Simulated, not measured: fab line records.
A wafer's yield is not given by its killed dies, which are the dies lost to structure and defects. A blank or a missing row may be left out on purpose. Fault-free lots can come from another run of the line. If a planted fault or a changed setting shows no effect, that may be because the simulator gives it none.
Comparing a struck lot with a sound one / flow sky130 / 34 steps out of a route of 708
Sound: these wafers, L145.2, L145.4, L145.5. Struck: wafer L155.4 (left out: L155.1, L155.3 of the same lot, which were not struck); the cause appears at the end.
Order at every step that has rows: each side's tool, ch and its chambers, its first start. Under that, the readings that differ: sound wafers / struck wafers / difference of the means / sigmas: that difference in standard deviations of wafers without a fault.
alike: readings with means less than 2 such deviations apart, plus words and numbers identical on both sides. not compared: withheld readings, readings lacking a value on some wafer, bounds such as >300 that could conceal the same value, and numbers that have no deviation in the record and whose values overlap.
A row with sigmas, a row that says differs or no value, or rows on one side alone: a step with any of these is where the two part. When numbers do not overlap yet have no deviation, they are printed without sigmas and do not part them. A reading that every wafer of one side lacks parts them only if that side has two wafers or more.

SKY_VIA1_CD_MEAS_12: target cd 150 nm.
  sound on cd_sem-02, day 34 22:32; struck on cd_sem-01, day 39 07:11
  alike: cd_nm
SKY_VIA1_OVL_MEAS_13:
  sound on overlay-02, day 34 22:38; struck on overlay-02, day 39 07:19
  alike: VIA1_OVL
SKY_VIA1_ETCH_14: etches BARC in N2/H2, stops on SiO2, time 45.9 s, target depth 60 nm.
  sound on rie_diel-04 ch 0,2, day 34 22:40; struck on rie_diel-01 ch 2, day 39 07:21
  alike: drypump_motor_current_A, oes_product_au, throttle_valve_pct
  not compared: rf_hours_counter_h
then, 1 step without rows for these wafers: SKY_VIA1_ETCH_15 (etches SiO2 in C4F8/O2/Ar, stops on TiN, target depth 351 nm, time 54 s).
SKY_VIA1_STRIP_16: strips in O2/N2.
  sound on plasma_asher-02 ch 0, day 34 22:46; struck on plasma_asher-02 ch 0, day 39 07:26
  alike: drypump_motor_current_A, oes_product_au, strip_time_to_endpoint_s
  not compared: rf_hours_counter_h
then, 5 steps without rows for these wafers: SKY_VIA1_STRIP_17 (strips in post etch residue remover, time 1200 s); SKY_VIA1_CLEAN_18 (cleans in IPA, time 180 s); SKY_VIA1_CLEAN_19 (cleans in O3/DIW); SKY_VIA1_SPUTTER_20 (material TiN, target thk 20 nm, time 80 s); SKY_VIA1_CVD_21 (deposits W, target thk 270 nm, time 80.902 s).
SKY_VIA1_RS_MEAS_22: uses a four-point probe to measure.
  sound on film_metro-02, day 34 23:34; struck on film_metro-02, day 39 08:11
  alike: VIA1_W_RS
SKY_VIA1_THK_MEAS_23: measures by xrf.
  sound on film_metro-02, day 34 23:41; struck on film_metro-02, day 39 08:18
  alike: VIA1_W_THK
SKY_VIA1_CMP_24: polishes, stops on SiO2, t overpolish 15 s, target thk 0 nm.
  sound on cmp-01 ch 0,1, day 34 23:47; struck on cmp-02 ch 1, day 39 08:22
reading=motor_current_A (A); sound=11.1 11.2 10.9; struck=9.1; difference=-2.0; sigmas=-2
reading=time_to_endpoint_s (s); sound=61.9 60.1 65.3; struck=32.9; difference=-29.5; sigmas=-11
reading=model.SiO2_of_VIA1_HDPCVD_00.thk_nm (nm); sound=342.5 341.5 342.8; struck=337.6; difference=-4.7; sigmas=
  alike: overpolish_run_s
then, 3 steps without rows for these wafers: SKY_METAL2_SPUTTER_00 (material Ti, target thk 15 nm, time 10 s); SKY_METAL2_SPUTTER_01 (material TiN, target thk 20 nm, time 16.7 s); SKY_METAL2_SPUTTER_02 (material AlCu, target thk 250 nm, time 13.3 s).
SKY_METAL2_SPUTTER_03: material Ti, target thk 5 nm, time 3.3 s.
  sound on pvd_sputter-02, day 35 00:06; struck on pvd_sputter-02, day 39 08:44
  alike: throttle_valve_pct
SKY_METAL2_SPUTTER_04: material TiN, target thk 70 nm, time 58.3 s.
  sound on pvd_sputter-02, day 35 00:07; struck on pvd_sputter-02, day 39 08:46
  alike: throttle_valve_pct
SKY_METAL2_RS_MEAS_05: uses a four-point probe to measure.
  sound on film_metro-02, day 35 00:11; struck on film_metro-03, day 39 08:48
  alike: METAL2_ALCU_RS
SKY_METAL2_THK_MEAS_06: measures by xrf.
  sound on film_metro-02, day 35 00:17; struck on film_metro-03, day 39 08:55
reading=METAL2_ALCU_THK (nm); sound=246.3 246.4 249.3; struck=254.2; difference=+6.9; sigmas=+3
then, 8 steps without rows for these wafers: SKY_METAL2_DEHYDRATE_07 (time 60 s); SKY_METAL2_HMDS_08 (prime time 60 s); SKY_METAL2_COAT_09 (resist thk 60 nm); SKY_METAL2_COAT_10 (resist thk 450 nm); SKY_METAL2_SOFTBAKE_11 (time 90 s); SKY_METAL2_EXPOSE_12 (exposes mask MM2, target cd 140 nm); SKY_METAL2_PEB_13; SKY_METAL2_DEVELOP_14 (develop time 60 s).
SKY_METAL2_CD_MEAS_15: target cd 140 nm.
  sound on cd_sem-01, day 36 02:31; struck on cd_sem-01, day 40 11:01
  alike: cd_nm
SKY_METAL2_OVL_MEAS_16:
  sound on overlay-01, day 36 02:37; struck on overlay-02, day 40 11:08
  alike: METAL2_OVL
SKY_METAL2_DESCUM_17: chemistry O2, time 8 s.
  sound on rie_metal-03 ch 0, day 36 02:40; struck on rie_metal-01 ch 0, day 40 11:10
reading=drypump_motor_current_A (A); sound=5.0 5.0 5.0; struck=6.1; difference=+1.1; sigmas=+3
  alike: oes_product_au
  not compared: rf_hours_counter_h
then, 1 step without rows for these wafers: SKY_METAL2_ETCH_18 (etches BARC in N2/H2, stops on SiO2, time 45.9 s, target depth 60 nm).
SKY_METAL2_METAL_ETCH_19: etches the open film in Cl2/BCl3, stops on SiO2, target depth 360 nm, time 78 s.
  sound on rie_metal-03 ch 0, day 36 02:52; struck on rie_metal-01 ch 0, day 40 11:16
reading=drypump_motor_current_A (A); sound=5.0 5.0 5.0; struck=6.1; difference=+1.1; sigmas=+3
reading=model.SiO2_of_VIA1_HDPCVD_00.thk_nm (nm); sound=331.5 330.6 331.9; struck=326.7; difference=-4.6; sigmas=
  alike: oes_product_au, throttle_valve_pct
  not compared: rf_hours_counter_h
then, 1 step without rows for these wafers: SKY_METAL2_STRIP_20 (strips in O2/N2).

## WHERE THEY PART
Last at SKY_METAL2_METAL_ETCH_19 as far as this record goes, first at SKY_VIA1_CMP_24.

WHY: the cause the simulator had injected
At SKY_VIA1_CMP_24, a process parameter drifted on cmp-02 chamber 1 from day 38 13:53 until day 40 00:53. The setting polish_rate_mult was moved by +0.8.
